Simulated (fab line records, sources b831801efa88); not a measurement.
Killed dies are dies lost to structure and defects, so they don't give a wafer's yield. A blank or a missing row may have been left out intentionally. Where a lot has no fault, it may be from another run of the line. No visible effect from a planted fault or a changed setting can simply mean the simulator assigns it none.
Which tool did it? :: flow gf180mcu :: 13 lots, 39 wafers sampled, at 4 steps of a route of 602

WHAT EACH GAUGE READ, for each wafer
GF_V4_THK_MEAS_03. Usual: V4_CVD_02_THK typically reads 855 nm, with standard deviation 9.4.
lot: L196
measured: day 23 10:46
on: film metro-02
V4_CVD_02_THK (nm): 857 870 873
flag: 

lot: L198
measured: day 24 04:38
on: film metro-02
V4_CVD_02_THK (nm): 847 858 862
flag: 

lot: L199
measured: day 24 07:43
on: film metro-04
V4_CVD_02_THK (nm): 837 854 847
flag: 

lot: L200
measured: day 24 17:25
on: film metro-02
V4_CVD_02_THK (nm): 839 855 859
flag: 

lot: L201
measured: day 25 09:22
on: film metro-02
V4_CVD_02_THK (nm): 867 865 870
flag: 

lot: L209
measured: day 27 21:58
on: film metro-02
V4_CVD_02_THK (nm): 846 866 867
flag: 

lot: L210
measured: day 28 03:01
on: film metro-04
V4_CVD_02_THK (nm): 835 852 865
flag: 

lot: L211
measured: day 28 13:35
on: film metro-04
V4_CVD_02_THK (nm): 835 854 862
flag: 

lot: L213
measured: day 28 17:54
on: film metro-04
V4_CVD_02_THK (nm): 853 866 861
flag: 

lot: L214
measured: day 29 02:05
on: film metro-04
V4_CVD_02_THK (nm): 844 864 872
flag: 

lot: L215
measured: day 29 04:53
on: film metro-02
V4_CVD_02_THK (nm): 838 864 854
flag: 

lot: L218
measured: day 30 04:44
on: film metro-04
V4_CVD_02_THK (nm): 839 844 853
flag: 

lot: L219
measured: day 30 16:20
on: film metro-03
V4_CVD_02_THK (nm): 851 853 863
flag: 

WHICH TOOL RAN EACH LOT (tool, then ch and the chambers of the sampled wafers, then the start)
lot: L196
GF_M3_SPUTTER_01: pvd sputter-03, day 20 07:55
GF_V3_SPUTTER_21: pvd sputter-03, day 22 10:04
GF_M4_SPUTTER_01: pvd sputter-04, day 22 10:52

lot: L198
GF_M3_SPUTTER_01: pvd sputter-03, day 21 03:10
GF_V3_SPUTTER_21: pvd sputter-02, day 23 04:13
GF_M4_SPUTTER_01: pvd sputter-04, day 23 05:01

lot: L199
GF_M3_SPUTTER_01: pvd sputter-03, day 21 05:31
GF_V3_SPUTTER_21: pvd sputter-03, day 23 06:41
GF_M4_SPUTTER_01: pvd sputter-01, day 23 07:35

lot: L200
GF_M3_SPUTTER_01: pvd sputter-03, day 21 16:09
GF_V3_SPUTTER_21: pvd sputter-04, day 23 17:11
GF_M4_SPUTTER_01: pvd sputter-04, day 23 17:59

lot: L201
GF_M3_SPUTTER_01: pvd sputter-04, day 22 08:20
GF_V3_SPUTTER_21: pvd sputter-02, day 24 09:56
GF_M4_SPUTTER_01: pvd sputter-04, day 24 10:43

lot: L209
GF_M3_SPUTTER_01: pvd sputter-04, day 25 03:41
GF_V3_SPUTTER_21: pvd sputter-03, day 27 00:35
GF_M4_SPUTTER_01: pvd sputter-04, day 27 01:22

lot: L210
GF_M3_SPUTTER_01: pvd sputter-04, day 25 09:22
GF_V3_SPUTTER_21: pvd sputter-02, day 27 05:27
GF_M4_SPUTTER_01: pvd sputter-01, day 27 06:15

lot: L211
GF_M3_SPUTTER_01: pvd sputter-03, day 25 20:31
GF_V3_SPUTTER_21: pvd sputter-03, day 27 15:59
GF_M4_SPUTTER_01: pvd sputter-04, day 27 16:46

lot: L213
GF_M3_SPUTTER_01: pvd sputter-04, day 26 02:49
GF_V3_SPUTTER_21: pvd sputter-03, day 27 21:25
GF_M4_SPUTTER_01: pvd sputter-02, day 27 22:13

lot: L214
GF_M3_SPUTTER_01: pvd sputter-04, day 26 09:49
GF_V3_SPUTTER_21: pvd sputter-04, day 28 05:02
GF_M4_SPUTTER_01: pvd sputter-02, day 28 05:49

lot: L215
GF_M3_SPUTTER_01: pvd sputter-01, day 26 13:13
GF_V3_SPUTTER_21: pvd sputter-04, day 28 07:40
GF_M4_SPUTTER_01: pvd sputter-01, day 28 08:27

lot: L218
GF_M3_SPUTTER_01: pvd sputter-04, day 27 15:05
GF_V3_SPUTTER_21: pvd sputter-03, day 29 07:33
GF_M4_SPUTTER_01: pvd sputter-04, day 29 08:34

lot: L219
GF_M3_SPUTTER_01: pvd sputter-04, day 28 03:49
GF_V3_SPUTTER_21: pvd sputter-02, day 29 19:48
GF_M4_SPUTTER_01: pvd sputter-04, day 29 20:35
- GF_M3_SPUTTER_01: material TiN, target thk 30 nm, time 25 s.
- GF_V3_SPUTTER_21: material Ti, target thk 15 nm, time 80.02 s.
- GF_M4_SPUTTER_01: material TiN, target thk 30 nm, time 25 s.

AS READ BY THE TOOLS THEMSELVES (means over the sampled wafers that have a number; for cases with no such wafer, the mark the record gives instead)
GF_M3_SPUTTER_01. Usual: cathode dc power W 6499.9 W, standard deviation 1.2; throttle valve pct 30.0 %, standard deviation 0.78.
lot: L196
tool: pvd sputter-03
cathode dc power W (W): 6499.7
throttle valve pct (%): 30.2
flag: 

lot: L198
tool: pvd sputter-03
cathode dc power W (W): 6499.4
throttle valve pct (%): 30.0
flag: 

lot: L199
tool: pvd sputter-03
cathode dc power W (W): 6500.2
throttle valve pct (%): 30.1
flag: 

lot: L200
tool: pvd sputter-03
cathode dc power W (W): 6500.1
throttle valve pct (%): 29.4
flag: 

lot: L201
tool: pvd sputter-04
cathode dc power W (W): 6499.0
throttle valve pct (%): 30.0
flag: 

lot: L209
tool: pvd sputter-04
cathode dc power W (W): 6500.8
throttle valve pct (%): 30.0
flag: 

lot: L210
tool: pvd sputter-04
cathode dc power W (W): 6500.7
throttle valve pct (%): 30.5
flag: 

lot: L211
tool: pvd sputter-03
cathode dc power W (W): 6499.6
throttle valve pct (%): 29.7
flag: 

lot: L213
tool: pvd sputter-04
cathode dc power W (W): 6498.9
throttle valve pct (%): 30.1
flag: 

lot: L214
tool: pvd sputter-04
cathode dc power W (W): 6498.9
throttle valve pct (%): 30.2
flag: 

lot: L215
tool: pvd sputter-01
cathode dc power W (W): 6499.5
throttle valve pct (%): 30.3
flag: 

lot: L218
tool: pvd sputter-04
cathode dc power W (W): 6500.8
throttle valve pct (%): 30.8
flag: 

lot: L219
tool: pvd sputter-04
cathode dc power W (W): 6499.8
throttle valve pct (%): 30.4
flag: 

GF_V3_SPUTTER_21. Usual: cathode dc power W 2500.0 W, standard deviation 0.45; substrate temp c 200.00 C, standard deviation 0.15; throttle valve pct 29.8 %, standard deviation 0.83.
lot: L196
tool: pvd sputter-03
cathode dc power W (W): 2499.8
substrate temp c (C): 200.10
throttle valve pct (%): 29.6
flag: 

lot: L198
tool: pvd sputter-02
cathode dc power W (W): 2500.1
substrate temp c (C): 199.93
throttle valve pct (%): 29.6
flag: 

lot: L199
tool: pvd sputter-03
cathode dc power W (W): 2500.3
substrate temp c (C): 200.07
throttle valve pct (%): 29.7
flag: 

lot: L200
tool: pvd sputter-04
cathode dc power W (W): 2500.1
substrate temp c (C): 199.95
throttle valve pct (%): 29.2
flag: 

lot: L201
tool: pvd sputter-02
cathode dc power W (W): 2499.8
substrate temp c (C): 200.01
throttle valve pct (%): 29.7
flag: 

lot: L209
tool: pvd sputter-03
cathode dc power W (W): 2499.8
substrate temp c (C): 199.92
throttle valve pct (%): 30.0
flag: 

lot: L210
tool: pvd sputter-02
cathode dc power W (W): 2500.0
substrate temp c (C): 199.97
throttle valve pct (%): 30.3
flag: 

lot: L211
tool: pvd sputter-03
cathode dc power W (W): 2500.1
substrate temp c (C): 199.90
throttle valve pct (%): 29.2
flag: 

lot: L213
tool: pvd sputter-03
cathode dc power W (W): 2499.8
substrate temp c (C): 199.96
throttle valve pct (%): 30.2
flag: 

lot: L214
tool: pvd sputter-04
cathode dc power W (W): 2500.0
substrate temp c (C): 199.88
throttle valve pct (%): 30.2
flag: 

lot: L215
tool: pvd sputter-04
cathode dc power W (W): 2500.7
substrate temp c (C): 200.24
throttle valve pct (%): 29.5
flag: 

lot: L218
tool: pvd sputter-03
cathode dc power W (W): 2500.5
substrate temp c (C): 200.05
throttle valve pct (%): 30.2
flag: 

lot: L219
tool: pvd sputter-02
cathode dc power W (W): 2500.0
substrate temp c (C): 199.92
throttle valve pct (%): 29.7
flag: 

GF_M4_SPUTTER_01. Usual: cathode dc power W 6500.0 W, standard deviation 1.2; throttle valve pct 30.0 %, standard deviation 0.96.
lot: L196
tool: pvd sputter-04
cathode dc power W (W): 6499.0
throttle valve pct (%): 30.1
flag: 

lot: L198
tool: pvd sputter-04
cathode dc power W (W): 6499.7
throttle valve pct (%): 30.5
flag: 

lot: L199
tool: pvd sputter-01
cathode dc power W (W): 6499.6
throttle valve pct (%): 29.9
flag: 

lot: L200
tool: pvd sputter-04
cathode dc power W (W): 6852.0
throttle valve pct (%): 30.2
flag: OFF

lot: L201
tool: pvd sputter-04
cathode dc power W (W): 6853.0
throttle valve pct (%): 31.0
flag: OFF

lot: L209
tool: pvd sputter-04
cathode dc power W (W): 6499.5
throttle valve pct (%): 30.4
flag: 

lot: L210
tool: pvd sputter-01
cathode dc power W (W): 6499.5
throttle valve pct (%): 30.0
flag: 

lot: L211
tool: pvd sputter-04
cathode dc power W (W): 6499.7
throttle valve pct (%): 30.1
flag: 

lot: L213
tool: pvd sputter-02
cathode dc power W (W): 6499.3
throttle valve pct (%): 30.2
flag: 

lot: L214
tool: pvd sputter-02
cathode dc power W (W): 6501.2
throttle valve pct (%): 29.4
flag: 

lot: L215
tool: pvd sputter-01
cathode dc power W (W): 6499.2
throttle valve pct (%): 30.0
flag: 

lot: L218
tool: pvd sputter-04
cathode dc power W (W): 6500.9
throttle valve pct (%): 30.9
flag: 

lot: L219
tool: pvd sputter-04
cathode dc power W (W): 6499.1
throttle valve pct (%): 30.5
flag: 

THE ANSWER, worked out from the rows above alone
Rule: take the mean of a lot's wafers that have a number; if it is more than 3 standard deviations from the usual mean, the lot is off. Also off: a lot with no number at a reading for which 4 or more lots have one. Any other lot the step has rows for is counted as sound. The gauges are gone through in route order, then the tools' own readings, and for those a lot's mean is taken as printed above. At the first step where some lot is off, the reading lying furthest off is the one used; lots without a number count as furthest.
Off, at GF_M4_SPUTTER_01 on cathode dc power W: L200, L201.
A tool fits if, at that step or a process step before it, it ran every lot that is off, and no sound lot after the first of them. Not one of the candidates tried fits.

WHAT THE SIMULATOR HAD INSERTED
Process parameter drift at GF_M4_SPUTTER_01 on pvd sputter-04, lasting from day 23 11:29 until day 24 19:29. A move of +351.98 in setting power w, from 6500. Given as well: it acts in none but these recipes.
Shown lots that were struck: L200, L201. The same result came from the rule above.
